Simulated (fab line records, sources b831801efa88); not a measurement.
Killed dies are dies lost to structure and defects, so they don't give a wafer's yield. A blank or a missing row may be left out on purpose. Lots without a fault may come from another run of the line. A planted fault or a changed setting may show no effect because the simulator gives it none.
Which tool did it? | flow gf180mcu | 6 lots, 18 wafers sampled, at 1 step of a route of 602

WHAT THE GAUGES READ, wafer by wafer
GF_V1_THK_MEAS_01.
lot  | measured     | on            | V1_CVD_00_THK (nm)
L530 | day 17 21:58 | film_metro-03 | 602 615 615
L532 | day 18 18:01 | film_metro-04 | 603 602 603
L534 | day 19 15:08 | film_metro-02 | 608 597 616
L539 | day 21 09:55 | film_metro-02 | 599 600 598
L547 | day 24 02:22 | film_metro-04 | 609 615 605
L550 | day 24 20:53 | film_metro-04 | 585 595 585

WHICH TOOL RAN EACH LOT (tool, then ch and the chambers of the sampled wafers, then the start)
The record holds no process step before these readings.

THE ANSWER, worked out from the rows above alone
Rule: what is usual is taken from the lots themselves. Put in order of their means at a reading, lots are off if they are a third of the lots or fewer, leave a main group of 4 or more, and stand apart from it by a gap of 3 or more times the standard deviation of the main group's means; of several such gaps the widest counts. A main group whose means are all the same, to the digits that the tables above print for the reading, isn't used. A lot without any number at a reading at which 4 lots or more have one is off too. The other lots that the step has rows for count as sound.
No lot is off at any reading shown: from this, nothing can be told.

WHAT THE SIMULATOR HAD PUT IN
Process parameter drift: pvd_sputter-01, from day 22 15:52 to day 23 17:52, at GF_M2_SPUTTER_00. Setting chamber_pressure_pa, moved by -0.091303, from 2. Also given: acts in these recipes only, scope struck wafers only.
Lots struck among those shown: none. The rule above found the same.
